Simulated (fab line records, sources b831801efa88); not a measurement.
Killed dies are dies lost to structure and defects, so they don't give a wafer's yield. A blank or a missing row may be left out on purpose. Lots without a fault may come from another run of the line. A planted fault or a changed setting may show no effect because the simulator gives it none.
Which tool did it? | flow sky130 | 10 lots, 30 wafers sampled, at 1 step of a route of 708

WHAT THE GAUGES READ, wafer by wafer
SKY_METAL4_OVL_MEAS_14. Usual: METAL4_OVL -3 nm, standard deviation 4.9.
lot  | measured     | on         | METAL4_OVL (nm) | flag
L368 | day 41 09:56 | overlay-02 | 0 -3 -6         |
L372 | day 43 00:55 | overlay-02 | 2 5 0           |
L376 | day 44 06:13 | overlay-02 | -11 -4 -11      |
L381 | day 45 11:06 | overlay-01 | -8 0 1          |
L383 | day 45 21:21 | overlay-02 | -6 -3 -2        |
L385 | day 46 11:22 | overlay-02 | -12 -6 -12      |
L388 | day 47 05:44 | overlay-02 | -4 -1 -5        |
L389 | day 47 08:37 | overlay-02 | 1 -2 -1         |
L391 | day 48 09:57 | overlay-02 | -1 -3 -5        |
L390 | day 48 13:11 | overlay-01 | -3 1 6          |

WHICH TOOL RAN EACH LOT (tool, then ch and the chambers of the sampled wafers, then the start)
The record holds no process step before these readings.

WHAT THE TOOLS THEMSELVES READ (means of the sampled wafers that have a number; where no wafer has one, the mark that the record gives instead)
The record holds no such reading with a usual standard deviation.

THE ANSWER, worked out from the rows above alone
Rule: a lot is off if the mean of its wafers that have a number lies more than 3 standard deviations from the usual mean. A lot without any number at a reading at which 4 lots or more have one is off too. The other lots that the step has rows for count as sound. The gauges are gone through in route order, then the tools' own readings, and for those a lot's mean is taken as printed above. The first step at which some lot is off is used, and at that step the reading that is off furthest; a lot without a number counts as furthest.
No lot is off at any reading shown: from this, nothing can be told.

WHAT THE SIMULATOR HAD PUT IN
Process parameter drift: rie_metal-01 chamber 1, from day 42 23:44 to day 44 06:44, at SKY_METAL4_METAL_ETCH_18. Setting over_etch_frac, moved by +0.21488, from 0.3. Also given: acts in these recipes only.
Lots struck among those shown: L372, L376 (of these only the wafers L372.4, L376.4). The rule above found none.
